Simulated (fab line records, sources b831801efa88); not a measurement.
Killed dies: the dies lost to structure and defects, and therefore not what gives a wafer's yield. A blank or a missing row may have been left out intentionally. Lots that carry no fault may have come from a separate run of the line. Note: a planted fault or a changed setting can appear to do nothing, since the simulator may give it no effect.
Split-lot experiment    flow sfq line    23 wafers read across 5 lots, on a route 325 steps long

## ON THE SPLIT
At SFQ_TRILAYER_M2_LITHO_COAT_057 (resist thk 600 nm), the setting resist thk nm was moved away from the recipe's 600 nm on 11 of the 23 wafers read, by -5.0% to +3.7%. The other wafers ran this setting at the recipe's value.

## SPLIT TO READING: what lies between them in the file, 1 step
- SFQ_TRILAYER_M2_BARC_OPEN_METAL_ETCH_077: etches BARC in O2, target depth 125 nm, time 41.7 s (also split here: bias w)

## THE READING
KrF_of_TRILAYER_M2_LITHO_COAT_057.thk nm (the simulator's own value, which no gauge read), in nm, at SFQ_TRILAYER_M2_ETCH_METAL_ETCH_060 (etches Nb in Cl2/Ar, stops on SiO2, target depth 240 nm, time 120 s). No usual value for it is given in the file. Here, 12 wafers ran the recipe; their average is 382.9 nm with a standard deviation of 3.8 nm.

wafer   tool, chamber at the split  resist thk nm as run, nm  against the recipe  KrF_of_TRILAYER_M2_LITHO_COAT_057.thk nm, nm  against lot-mates on the recipe
L075.1  litho track-01, 0           570.3                     -5.0%               353                                           -30.3
L075.2  litho track-01, 0           570.3                     -5.0%               354.8                                         -28.5
L075.3  litho track-01, 0           600                       recipe              383.2                                         -
L075.4  litho track-01, 0           600                       recipe              382                                           -
L075.5  litho track-01, 0           600                       recipe              384.8                                         -
L076.1  litho track-01, 0           600                       recipe              379.6                                         -
L076.2  litho track-01, 0           600                       recipe              382.8                                         -
L076.3  litho track-01, 0           570.3                     -5.0%               354.6                                         -26.6
L076.4  litho track-01, 0           570.3                     -5.0%               353.9                                         -27.3
L076.5  litho track-01, 0           570.3                     -5.0%               354.5                                         -26.7
L079.1  litho track-04, 0           622.1                     +3.7%               401.6                                         +17.5
L079.3  litho track-04, 0           600                       recipe              380.9                                         -
L079.4  litho track-04, 0           622.1                     +3.7%               408.8                                         +24.7
L079.5  litho track-04, 0           622.1                     +3.7%               404.1                                         +20.0
L079.6  litho track-04, 0           600                       recipe              387.3                                         -
L082.1  litho track-01, 0           600                       recipe              382.3                                         -
L082.2  litho track-01, 0           600                       recipe              388.7                                         -
L082.4  litho track-01, 0           600                       recipe              386.9                                         -
L085.1  litho track-02, 0           600                       recipe              373.6                                         -
L085.2  litho track-02, 0           578.8                     -3.5%               361.3                                         -17.0
L085.3  litho track-02, 0           578.8                     -3.5%               363.1                                         -15.2
L085.4  litho track-02, 0           578.8                     -3.5%               352.1                                         -26.2
L085.6  litho track-02, 0           600                       recipe              383                                           -

FIT RESULTS
A straight line over all 23 wafers: KrF_of_TRILAYER_M2_LITHO_COAT_057.thk nm changes by +6 nm for each +1% of resist thk nm; r = +0.98; the points scatter about the line by 3.8 nm.
The same after taking each lot's own level away (the mean of its wafers on the recipe; 23 wafers): +5.61 nm for each +1%; r = +0.98; scatter 3.1 nm.
That fit puts the effect of the largest move of resist thk nm on the reading at 28 nm.
The span of the lots' own levels, 378.30 to 385.97 nm, comes to 2.0 times the standard deviation stated above.
The two slopes agree, so the slope changes little with the lot-to-lot level.
Check: -27.4 nm against its lot-mates is what the line predicts for one of the wafers moved furthest among these (-5.0%) when that wafer is left out of the fit. Against them it came out at -30.3 nm.

## THE OTHER SPLITS THESE WAFERS WENT THROUGH
Other splits were also applied to these wafers ahead of the reading. Each is held against what the fit with the lots' levels taken away leaves over:
other split on the same wafers                     wafers away from the commonest value  r with KrF_of_TRILAYER_M2_LITHO_COAT_057.thk nm (lot level and that fit taken away)
SFQ_TRILAYER_I1_VIA_BARC_OPEN_VIA_ETCH_071 time s  5                                     -0.05
SFQ_TRILAYER_M2_BARC_OPEN_METAL_ETCH_077 bias w    8                                     -0.20

## THE WHOLE CHAIN: every reading that the file lists as answering this split, in the file's order
step                                      what it does                                                         reading                                                                                    change (the file's fit)               r (the file's)
SFQ_TRILAYER_M2_LITHO_COAT_057            resist thk 600 nm                                                    KrF_of_TRILAYER_M2_LITHO_COAT_057.thk nm (the simulator's own value, which no gauge read)  +6.01 nm for each +1% of the setting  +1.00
SFQ_TRILAYER_M2_BARC_OPEN_METAL_ETCH_077  etches BARC in O2, target depth 125 nm, time 41.7 s                  KrF_of_TRILAYER_M2_LITHO_COAT_057.thk nm (the simulator's own value, which no gauge read)  +5.89 nm for each +1% of the setting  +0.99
SFQ_TRILAYER_M2_ETCH_METAL_ETCH_060       etches Nb in Cl2/Ar, stops on SiO2, target depth 240 nm, time 120 s  KrF_of_TRILAYER_M2_LITHO_COAT_057.thk nm (the simulator's own value, which no gauge read)  +5.65 nm for each +1% of the setting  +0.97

## FILE'S OWN FIT
KrF_of_TRILAYER_M2_LITHO_COAT_057.thk nm changes by +5.65 nm for each +1% of resist thk nm, r = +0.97.
